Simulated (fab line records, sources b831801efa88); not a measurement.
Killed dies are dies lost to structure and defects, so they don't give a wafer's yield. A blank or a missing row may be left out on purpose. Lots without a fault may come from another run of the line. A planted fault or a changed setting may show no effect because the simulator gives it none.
fab line records | flow sky130
record lots=6 wafers=18 last_day=49
route steps=708 shown VIA4@650 METAL5@661 PAD_OPEN@708
lots that met no fault: from a run of the same line without faults
start_h: hours from the record's first day to the start of the lot's first wafer shown | wait_h: hours since the lot's step before | " the same as in the row above | L1.1+2: a row that stands for several wafers | - no value, or no start given | * or withheld: withheld | < > ~ a bound
route shown NAME@n: a module of which the file shows steps, and the number in the route of the first | usual: mean/standard deviation of fault-free wafers | same: alike in all rows | chamber/n: place in a boat | sites: the reading at each site | _std_site: their standard deviation | _edge_site: outer sites' mean less inner sites' | radius_mm: how far each site lies from the wafer's centre | mask NAME#n: copy n | behind: the tool/chamber that last shaped the wafer | hold: why the lot was held/for how many hours/how that ended | device: the transistor (n, p or np) that didn't switch | end of line: the same wafers' tests at the end of the route | a step without rows: its recipe alone | killed: dies lost to structure and defects at the first sort, not the wafer's yield | map: a wafer's dies, x killed, . not, _ none there
set.NAME: the setting as run; set.NAME@STEP: as run at that earlier step | model.NAME: the simulator's own value behind a step, which no gauge read
lots at some steps of the route; a table a step, a row a wafer
services: from which hour (start_h, from the record's first day; less than 0 if before it) a tool's chamber was out of use, for how many hours, and why
## steps
# step SKY_VIA4_OVL_MEAS_11
# usual VIA4_OVL=1.1/1.4
# columns lot.wafer tool chamber start_h wait_h VIA4_OVL[nm]
L908.3 overlay-01 - 1044.42 0.1 2.9
L908.4 " - " " 2.0
L908.6 " - " " 1.8
L909.1 overlay-01 - 1053.92 0.1 0.6
L909.4 " - " " -0.2
L909.5 " - " " 0.6
L910.1 overlay-01 - 1057.81 0.1 0.3
L910.3 " - " " -0.1
L910.4 " - " " 0.2
L918.1 overlay-01 - 1099.27 0.1 2.5
L918.3 " - " " 1.2
L918.4 " - " " 2.8
L919.3 overlay-01 - 1100.27 0.1 2.9
L919.4 " - " " 2.0
L919.5 " - " " 2.9
L923.1 overlay-01 - 1125.52 0.1 1.9
L923.2 " - " " 2.7
L923.6 " - " " 2.4
# step SKY_VIA4_ETCH_12
# recipe target=SiO2 chemistry=C4F8/O2/Ar stop_on=TiN mask_material=NOVOLAK source_w=1500 bias_w=1200 pressure_mtorr=40 c4f8_flow_sccm=withheld O2_flow_sccm=6 Ar_flow_sccm=300 time_s=withheld target_depth_a=5800
# usual oes_product_au=0.925/0.0047
# columns lot.wafer tool chamber start_h wait_h oes_product_au
L908.3 rie_diel-03 0 1044.44 0.0 0.927
L908.4 " 2 " " 0.930
L908.6 " 3 " " 0.926
L909.1 rie_diel-01 1 1053.95 0.0 0.928
L909.4 " 0 " " 0.936
L909.5 " 2 " " 0.923
L910.1 rie_diel-03 3 1057.84 0.0 0.926
L910.3 " 0 " " 0.929
L910.4 " 1 " " 0.921
L918.1 rie_diel-01 2 1099.30 0.0 0.922
L918.3 " 3 " " 0.926
L918.4 " 1 " " 0.930
L919.3 rie_diel-02 3 1100.29 0.0 0.925
L919.4 " 1 " " 0.921
L919.5 " 1 " " 0.920
L923.1 rie_diel-01 0 1125.55 0.0 0.928
L923.2 " 3 " " 0.923
L923.6 " 2 " " 0.916
# step SKY_VIA4_STRIP_13
# recipe chemistry=O2/N2 power_w=1400 pressure_mtorr=1500 platen_temp_c=withheld o2_flow_sccm=3000 n2_flow_sccm=300 overash_fraction=0.5
# usual drypump_motor_current_A=5.9/0.49 o2_flow_sccm=3000/8.9 oes_product_au=0.709/0.0044 strip_time_to_endpoint_s=12.803/0.029
# columns lot.wafer tool chamber start_h wait_h drypump_motor_current_A o2_flow_sccm oes_product_au rf_hours_counter_h strip_time_to_endpoint_s
L908.3 plasma_asher-03 0 1044.55 - 6.3 2992 0.717 - 12.843
L908.4 " 1 " " 5.7 3011 0.716 - 12.832
L908.6 " 1 " " 5.7 3008 0.713 - 12.840
L909.1 plasma_asher-03 0 1054.02 - 6.3 3007 0.696 121 12.773
L909.4 " 0 " " 6.3 3010 0.711 - 12.787
L909.5 " 1 " " 5.7 2994 0.713 - 12.767
L910.1 plasma_asher-04 1 1057.92 - 6.6 2999 0.711 92 12.803
L910.3 " 0 " " 5.3 3006 0.712 - 12.793
L910.4 " 1 " " 6.6 3003 0.708 - 12.864
L918.1 plasma_asher-01 1 1099.37 - 6.3 2984 0.713 64 12.776
L918.3 " 0 " " 5.3 3001 0.710 - 12.782
L918.4 " 1 " " 6.3 2984 0.707 - 12.810
L919.3 plasma_asher-04 1 1100.40 - 6.6 3008 0.709 - 12.762
L919.4 " 0 " " 5.4 3005 0.706 - 12.783
L919.5 " 0 " " 5.4 3006 0.708 - 12.824
L923.1 plasma_asher-03 1 1125.62 - 5.7 3006 0.716 6 12.798
L923.2 " 0 " " 6.3 3005 0.705 6 12.793
L923.6 " 1 " " 5.7 3008 0.707 - 12.788
# step SKY_VIA4_STRIP_14
# recipe chemistry=post_etch_residue_remover time_s=1200 temp_c=72.5
# step SKY_VIA4_CLEAN_15
# recipe chemistry=IPA time_s=180 temp_c=25
# step SKY_VIA4_CLEAN_16
# recipe chemistry=O3/DIW dry=n2_spin
# step SKY_VIA4_SPUTTER_17
# recipe material=TiN target_thk_nm=20 chamber_pressure_pa=5 power_w=4000 time_s=80
# usual cathode_dc_power_W=3999.9/0.77 chamber_pressure_pa=5.000/0.011 throttle_valve_pct=29.7/0.8
# columns lot.wafer tool chamber start_h wait_h cathode_dc_power_W chamber_pressure_pa throttle_valve_pct
L908.3 pvd_sputter-02 - 1045.11 0.0 3999.7 4.996 30.6
L908.4 " - " " 3999.2 5.002 29.2
L908.6 " - " " 3999.2 5.000 31.5
L909.1 pvd_sputter-03 - 1054.62 0.0 3999.6 4.988 29.7
L909.4 " - " " 4000.9 4.987 29.3
L909.5 " - " " 3999.4 4.991 29.1
L910.1 pvd_sputter-01 - 1058.55 0.0 4000.4 4.992 29.4
L910.3 " - " " 4000.0 5.013 30.1
L910.4 " - " " 3998.7 4.998 28.8
L918.1 pvd_sputter-01 - 1099.97 0.0 3999.5 4.997 30.0
L918.3 " - " " 3999.6 5.009 30.4
L918.4 " - " " 4000.1 4.998 29.7
L919.3 pvd_sputter-01 - 1100.96 0.0 4000.5 5.002 30.2
L919.4 " - " " 4000.5 4.999 30.1
L919.5 " - " " 4001.4 5.000 29.8
L923.1 pvd_sputter-03 - 1126.22 0.0 4000.0 4.998 28.9
L923.2 " - " " 3999.8 5.009 29.4
L923.6 " - " " 4000.0 4.995 29.4
# step SKY_VIA4_CVD_18
# recipe material=W target_thk_nm=505 time_s=152.14 temp_c=400 pressure_torr=40
# step SKY_VIA4_RS_MEAS_19
# recipe thk_meas_gauge=four-point-probe reads=W_of_VIA4_CVD_18+TiN_of_VIA4_SPUTTER_17
# usual VIA4_W_RS=0.2245/0.0026
# columns lot.wafer tool chamber start_h wait_h VIA4_W_RS[ohm/sq]
L908.3 film_metro-03 - 1045.36 0.1 0.2259
L908.4 " - " " 0.2240
L908.6 " - " " 0.2240
L909.1 film_metro-04 - 1054.83 0.1 0.2234
L909.4 " - " " 0.2254
L909.5 " - " " 0.2232
L910.1 film_metro-04 - 1058.76 0.1 0.2211
L910.3 " - " " 0.2222
L910.4 " - " " 0.2206
L918.1 film_metro-01 - 1100.18 0.1 0.2248
L918.3 " - " " 0.2250
L918.4 " - " " 0.2231
L919.3 film_metro-03 - 1101.21 0.1 0.2261
L919.4 " - " " 0.2313
L919.5 " - " " 0.2270
L923.1 film_metro-01 - 1126.43 0.1 0.2243
L923.2 " - " " 0.2251
L923.6 " - " " 0.2241
# step SKY_VIA4_THK_MEAS_20
# recipe thk_meas_gauge=xrf reads=W_of_VIA4_CVD_18
# usual VIA4_W_THK=524/7.2
# columns lot.wafer tool chamber start_h wait_h VIA4_W_THK[nm]
L908.3 film_metro-03 - 1045.46 0.1 515
L908.4 " - " " 517
L908.6 " - " " 522
L909.1 film_metro-04 - 1054.95 0.1 527
L909.4 " - " " 522
L909.5 " - " " 527
L910.1 film_metro-04 - 1058.88 0.1 534
L910.3 " - " " 529
L910.4 " - " " 536
L918.1 film_metro-01 - 1100.30 0.1 520
L918.3 " - " " 517
L918.4 " - " " 521
L919.3 film_metro-03 - 1101.31 0.1 519
L919.4 " - " " 505
L919.5 " - " " 517
L923.1 film_metro-01 - 1126.55 0.1 526
L923.2 " - " " 522
L923.6 " - " " 531
# step SKY_VIA4_CMP_21
# recipe stop_on=SiO2 t_overpolish_s=25 down_force_psi=3.5 platen_rpm=60 target_thk_nm=0 pad_velocity_m_s=0.94248
# usual motor_current_A=10.7/1 overpolish_run_s=25.000/0.0088 retaining_ring_pressure_frac=1.000/0.0047 time_to_endpoint_s=121/4.2
# columns lot.wafer tool chamber start_h wait_h motor_current_A overpolish_run_s retaining_ring_pressure_frac time_to_endpoint_s
L908.3 cmp-01 2 1045.50 0.0 11.5 24.994 0.998 124
L908.4 " 1 " " 12.1 25.014 1.010 122
L908.6 " 2 " " 11.7 25.008 0.994 122
L909.1 cmp-01 2 1055.01 0.1 11.0 25.008 1.006 126
L909.4 " 1 " " 11.5 24.987 1.007 124
L909.5 " 3 " " 11.6 25.010 1.001 120
L910.3 cmp-01 0 1058.94 0.0 11.0 24.995 0.997 126
L910.4 " 2 " " 11.5 24.991 1.005 124
L910.1 " 3 " " 11.4 25.018 1.003 123
L918.4 cmp-02 3 1100.36 0.0 10.1 24.995 0.999 122
L918.1 " 1 " " 11.1 24.991 1.001 123
L918.3 " 2 " " 9.0 24.994 0.999 116
L919.4 cmp-02 1 1101.35 0.0 11.3 24.989 1.003 120
L919.3 " 0 " " 11.9 25.005 0.996 119
L919.5 " 2 " " 8.5 25.013 0.997 114
L923.1 cmp-02 2 1126.61 0.1 8.6 24.989 1.008 119
L923.2 " 1 " " 11.1 25.009 1.009 123
L923.6 " 2 " " 9.0 24.992 1.003 119
# step SKY_METAL5_SPUTTER_00
# recipe material=Ti target_thk_nm=15 power_w=3000 time_s=10 chamber_pressure_pa=0.4
# step SKY_METAL5_SPUTTER_01
# recipe material=TiN target_thk_nm=20 power_w=6500 time_s=16.7 chamber_pressure_pa=0.4
# usual cathode_dc_power_W=6500.2/1.2 chamber_pressure_pa=0.4001/0.00083 throttle_valve_pct=30.2/1.2
# columns lot.wafer tool chamber start_h wait_h cathode_dc_power_W chamber_pressure_pa throttle_valve_pct
L908.3 pvd_sputter-04 - 1045.82 0.0 6498.6 0.4009 32.7
L908.4 " - " " 6498.2 0.4014 31.5
L908.6 " - " " 6501.8 0.3994 31.4
L909.1 pvd_sputter-03 - 1055.33 0.0 - - -
L909.4 " - " " - - -
L909.5 " - " " - - -
L910.1 pvd_sputter-01 - 1059.26 0.0 - - -
L910.3 " - " " - - -
L910.4 " - " " - - -
L918.1 pvd_sputter-03 - 1100.68 0.0 6500.9 0.4001 29.0
L918.3 " - " " 6498.8 0.4003 29.7
L918.4 " - " " 6501.1 0.3998 28.9
L919.3 pvd_sputter-04 - 1101.67 0.0 6502.0 0.4014 32.5
L919.4 " - " " 6499.7 0.4001 30.2
L919.5 " - " " 6500.5 0.4008 32.6
L923.1 pvd_sputter-04 - 1126.93 0.0 6499.1 0.4003 30.0
L923.2 " - " " 6499.8 0.4005 31.3
L923.6 " - " " 6499.7 0.4001 32.6
# step SKY_METAL5_SPUTTER_02
# recipe material=AlCu target_thk_nm=1150 power_w=10600 time_s=61.2 chamber_pressure_pa=0.4
# usual cathode_dc_power_W=10600/2 chamber_pressure_pa=0.3999/0.00083 throttle_valve_pct=30.3/1.2
# columns lot.wafer tool chamber start_h wait_h cathode_dc_power_W chamber_pressure_pa throttle_valve_pct
L908.3 pvd_sputter-04 - 1045.85 0.0 10603 0.4002 32.6
L908.4 " - " " 10602 0.3992 31.6
L908.6 " - " " 10601 0.4002 31.5
L909.1 pvd_sputter-03 - 1055.36 0.0 10599 0.3995 29.2
L909.4 " - " " 10598 0.4016 29.6
L909.5 " - " " 10596 0.3989 29.0
L910.1 pvd_sputter-01 - 1059.29 0.0 10598 0.3985 29.6
L910.3 " - " " 10599 0.3978 30.6
L910.4 " - " " 10600 0.4004 28.8
L918.1 pvd_sputter-03 - 1100.71 0.0 10598 0.4002 28.9
L918.3 " - " " 10599 0.4002 29.7
L918.4 " - " " 10602 0.3999 29.2
L919.3 pvd_sputter-04 - 1101.70 0.0 10600 0.4009 32.7
L919.4 " - " " 10602 0.3999 30.5
L919.5 " - " " 10599 0.4005 32.5
L923.1 pvd_sputter-04 - 1126.96 0.0 10598 0.3982 30.0
L923.2 " - " " 10601 0.4000 31.6
L923.6 " - " " 10599 0.3998 32.5
# step SKY_PAD_OPEN_PROBE_99
# usual defect_limited_yield=82.6/1.7 killed_at_M0_to_M3=42/6.4 killed_at_M4_up=3.2/1.9 killed_at_contacts=24/4.8 killed_at_front_end=16/4.4 killed_at_other=0.3/0.55 killed_dies=86/8.6 killed_open=46/6.6 killed_short=39/5.7 sort_bin_3_pad_short=0.8/0.41 sort_bin_5_function=10.3/1.5 sort_bin_6_memory=6.3/1 sort_n_pass=406/8.6 sort_yield_pct=82.6/1.7
# same gross_dies=492 killed_at_back_side=0 sort_bin_4_leakage[%]=0 sort_bin_8_speed[%]=0
# columns lot.wafer tool chamber start_h wait_h defect_limited_yield[%] killed_at_M0_to_M3 killed_at_M4_up killed_at_contacts killed_at_front_end killed_at_other killed_dies killed_open killed_short sort_bin_3_pad_short[%] sort_bin_5_function[%] sort_bin_6_memory[%] sort_n_pass sort_yield_pct[%] model.etest.via4_chain.rc_ohm model.etest.met5.rs_ohm_sq model.etest.met5.line_ohm_um
L908.3 prober-01 - 1112.78 0.2 80.1 46 7 27 16 2 98 52 45 0.8 13.0 6.1 394 80.1 0.7985 0.02733 0.01724
L908.4 prober-01 - 1112.83 0.2 82.5 39 6 23 18 0 86 46 37 1.2 11.6 4.7 406 82.5 0.8292 0.02699 0.01683
L908.6 prober-01 - 1112.93 0.2 85.4 45 0 17 10 0 72 29 41 0.6 8.3 5.7 420 85.4 0.7968 0.02705 0.01684
L909.1 prober-02 - 1120.26 0.1 82.3 44 3 20 19 1 87 43 44 1.0 11.4 5.3 405 82.3 0.7612 0.02799 0.01757
L909.4 prober-02 - 1120.41 0.2 83.1 45 2 21 14 1 83 43 39 1.4 10.0 5.5 409 83.1 0.767 0.02807 0.01757
L909.5 prober-02 - 1120.46 0.2 82.7 44 3 23 13 2 85 41 43 1.4 10.6 5.3 407 82.7 0.7835 0.02804 0.01749
L910.1 prober-01 - 1123.01 0.1 83.9 41 1 23 14 0 79 42 37 0.4 11.2 4.5 413 83.9 0.7714 0.02782 0.01739
L910.3 prober-01 - 1123.11 0.2 86.2 41 3 16 8 0 68 35 33 0.6 8.3 4.9 424 86.2 0.7583 0.02812 0.01751
L910.4 prober-01 - 1123.16 0.2 81.7 44 2 29 15 0 90 53 37 1.2 10.2 6.9 402 81.7 0.7788 0.02755 0.01708
L918.1 prober-01 - 1161.31 0.1 86.0 37 4 17 10 1 69 32 36 0.2 7.5 6.3 423 86.0 0.8067 0.02713 0.01708
L918.3 prober-01 - 1161.41 0.2 83.3 42 4 21 15 0 82 45 36 0.8 10.6 5.3 410 83.3 0.7757 0.02707 0.01697
L918.4 prober-01 - 1161.46 0.2 80.7 54 6 24 11 0 95 51 44 0.8 12.4 6.1 397 80.7 0.7812 0.02671 0.01677
L919.3 prober-02 - 1163.18 0.2 81.3 46 0 32 13 1 92 46 46 1.4 10.2 7.1 400 81.3 0.8 0.02749 0.01705
L919.4 prober-02 - 1163.23 0.2 83.7 28 6 34 11 1 80 46 34 0.4 9.6 6.3 412 83.7 0.7846 0.02751 0.01715
L919.5 prober-02 - 1163.28 0.2 83.5 39 4 30 7 1 81 43 38 1.0 10.0 5.5 411 83.5 0.8111 0.02768 0.01718
L923.1 prober-01 - 1182.70 0.1 81.5 52 3 30 6 0 91 53 38 0.2 11.2 7.1 401 81.5 0.7985 0.02726 0.01711
L923.2 prober-01 - 1182.75 0.1 82.5 36 5 28 16 1 86 44 42 0.4 10.6 6.5 406 82.5 0.7704 0.02761 0.01729
L923.6 prober-01 - 1182.95 0.2 83.7 39 4 24 13 0 80 45 35 0.4 8.5 7.3 412 83.7 0.8109 0.02755 0.01726
# killed by level:class
L908.3 VIA1:geometric_particle:open=10 LI_CONTACT:geometric_particle:open=9 VIA2:geometric_particle:open=8 CONTACT:geometric_particle:open=6 FIELD_ISO:geometric_particle:open=5 VIA1:geometric_particle:short=5 METAL2:geometric_particle:short=5 FIELD_ISO:geometric_particle:short=4
L908.4 CONTACT:geometric_particle:open=8 VIA2:geometric_particle:open=7 LI_CONTACT:geometric_particle:open=6 VIA1:geometric_particle:open=6 METAL2:geometric_particle:short=6 POLY_GATE:geometric_particle:open=5 METAL4:geometric_particle:short=4 VIA1:geometric_particle:short=4
L908.6 METAL2:geometric_particle:short=11 METAL1:geometric_particle:short=8 LI_CONTACT:geometric_particle:short=5 VIA1:geometric_particle:open=5 LI_CONTACT:geometric_particle:open=4 CONTACT:geometric_particle:open=4 VIA2:geometric_particle:open=4 VIA3:geometric_particle:open=4
L909.1 FIELD_ISO:geometric_particle:open=10 CONTACT:geometric_particle:open=9 METAL1:geometric_particle:short=8 METAL2:geometric_particle:short=7 VIA1:geometric_particle:short=6 LI_CONTACT:geometric_particle:short=5 VIA1:geometric_particle:open=5 VIA3:geometric_particle:open=5
L909.4 VIA1:geometric_particle:open=12 CONTACT:geometric_particle:open=8 METAL1:geometric_particle:short=7 VIA2:geometric_particle:open=6 CONTACT:geometric_particle:short=4 VIA1:geometric_particle:short=4 VIA3:geometric_particle:open=4 FIELD_ISO:geometric_particle:short=3
L909.5 FIELD_ISO:geometric_particle:open=9 VIA1:geometric_particle:open=9 CONTACT:geometric_particle:open=7 VIA3:geometric_particle:short=7 CONTACT:geometric_particle:short=6 METAL2:geometric_particle:short=6 VIA3:geometric_particle:open=6 METAL1:geometric_particle:short=5
L910.1 VIA2:geometric_particle:open=9 VIA1:geometric_particle:open=7 CONTACT:geometric_particle:open=7 LI_CONTACT:geometric_particle:open=6 LOCAL_INTERCONNECT:geometric_particle:short=6 METAL2:geometric_particle:short=6 VIA1:geometric_particle:short=5 POLY_GATE:geometric_particle:open=4
L910.3 VIA1:geometric_particle:open=9 VIA2:geometric_particle:open=8 VIA1:geometric_particle:short=7 CONTACT:geometric_particle:open=6 VIA3:geometric_particle:open=5 LI_CONTACT:geometric_particle:short=4 METAL2:geometric_particle:short=4 CONTACT:geometric_particle:short=3
L910.4 CONTACT:geometric_particle:open=13 VIA1:geometric_particle:open=10 LOCAL_INTERCONNECT:geometric_particle:short=7 VIA2:geometric_particle:short=6 VIA2:geometric_particle:open=5 LI_CONTACT:geometric_particle:open=5 METAL1:geometric_particle:short=5 VIA3:geometric_particle:open=5
L918.1 VIA1:geometric_particle:open=9 CONTACT:geometric_particle:open=8 METAL1:geometric_particle:short=6 VIA1:geometric_particle:short=5 FIELD_ISO:geometric_particle:short=4 LOCAL_INTERCONNECT:geometric_particle:short=4 METAL2:geometric_particle:short=4 VIA3:geometric_particle:open=4
L918.3 CONTACT:geometric_particle:open=13 VIA1:geometric_particle:open=10 VIA2:geometric_particle:open=7 VIA3:geometric_particle:open=6 FIELD_ISO:geometric_particle:short=4 VIA1:geometric_particle:short=4 METAL2:geometric_particle:short=4 POLY_GATE:geometric_particle:short=3
L918.4 VIA1:geometric_particle:open=11 VIA1:geometric_particle:short=8 VIA3:geometric_particle:open=8 LI_CONTACT:geometric_particle:open=5 CONTACT:geometric_particle:open=5 CONTACT:geometric_particle:short=5 POLY_GATE:geometric_particle:open=4 LI_CONTACT:geometric_particle:short=4
L919.3 LI_CONTACT:geometric_particle:open=10 CONTACT:geometric_particle:open=10 VIA1:geometric_particle:open=9 VIA1:geometric_particle:short=8 VIA3:geometric_particle:open=7 METAL1:geometric_particle:short=6 LOCAL_INTERCONNECT:geometric_particle:short=5 CONTACT:geometric_particle:short=5
L919.4 CONTACT:geometric_particle:open=16 LI_CONTACT:geometric_particle:open=10 VIA1:geometric_particle:open=7 METAL1:geometric_particle:short=5 METAL4:geometric_particle:short=5 LI_CONTACT:geometric_particle:short=4 FIELD_ISO:geometric_particle:short=3 POLY_GATE:geometric_particle:open=3
L919.5 LI_CONTACT:geometric_particle:open=9 CONTACT:geometric_particle:open=8 VIA1:geometric_particle:open=8 VIA3:geometric_particle:open=7 LOCAL_INTERCONNECT:geometric_particle:short=7 CONTACT:geometric_particle:short=5 FIELD_ISO:geometric_particle:short=4 VIA2:geometric_particle:short=4
L923.1 VIA1:geometric_particle:open=16 CONTACT:geometric_particle:open=12 CONTACT:geometric_particle:short=9 VIA2:geometric_particle:open=6 VIA3:geometric_particle:open=5 LI_CONTACT:geometric_particle:open=5 METAL2:geometric_particle:short=4 VIA1:geometric_particle:short=4
L923.2 VIA1:geometric_particle:open=11 LI_CONTACT:geometric_particle:open=7 CONTACT:geometric_particle:short=7 LOCAL_INTERCONNECT:geometric_particle:short=6 CONTACT:geometric_particle:open=6 FIELD_ISO:geometric_particle:open=5 VIA1:geometric_particle:short=5 VIA3:geometric_particle:open=5
L923.6 VIA1:geometric_particle:open=12 LOCAL_INTERCONNECT:geometric_particle:short=6 LI_CONTACT:geometric_particle:short=5 VIA3:geometric_particle:open=5 VIA2:geometric_particle:open=5 FIELD_ISO:geometric_particle:open=4 POLY_GATE:geometric_particle:open=4 CONTACT:geometric_particle:short=4
## services
# columns tool chamber start_h hours kind
rie_diel-01 - 1026.96 0.9 repair
pvd_sputter-02 - 1027.54 0.5 repair
pvd_sputter-01 2 1031.39 - consumable_replace:kit
pvd_sputter-01 2 1031.39 18.0 scheduled_down
pvd_sputter-01 2 1031.39 18.0 vent_cycle
pvd_sputter-04 2 1045.99 - consumable_replace:kit
pvd_sputter-04 2 1045.99 18.0 scheduled_down
pvd_sputter-04 2 1045.99 18.0 vent_cycle
plasma_asher-03 - 1055.25 9.0 pm
plasma_asher-03 0 1055.25 9.0 vent_cycle
cmp-01 - 1056.99 0.8 repair
pvd_sputter-01 - 1063.79 1.6 repair
rie_diel-02 - 1063.87 14.6 pm
cmp-02 - 1084.44 4.0 pm
cmp-01 - 1084.46 0.3 repair
pvd_sputter-04 - 1086.66 4.1 repair
rie_diel-03 2 1088.30 2.2 repair
rie_diel-01 1 1089.77 8.5 repair
plasma_asher-04 - 1096.18 3.6 repair
cmp-01 - 1103.21 5.1 pm
rie_diel-02 1 1104.03 8.9 repair
cmp-01 - 1109.02 2.1 repair
rie_diel-02 1 1121.04 1.9 repair
rie_diel-02 - 1124.71 2.8 pm
## key
first_sign step=SKY_METAL5_SPUTTER_01 reading=tool_record direction=missing
effect none on later readings
model_effect step=SKY_PAD_OPEN_PROBE_99 value=etest.via4_chain.rc_ohm without=0.8036 struck=0.7701
met_at SKY_METAL5_SPUTTER_01
struck_wafers L909.1,L909.4,L909.5,L910.1,L910.3,L910.4
fault kind=skipped_step_whole tool=pvd_sputter-01,pvd_sputter-03 chamber=- onset_h=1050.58 steps=SKY_METAL5_SPUTTER_01 scope=struck_lots_only
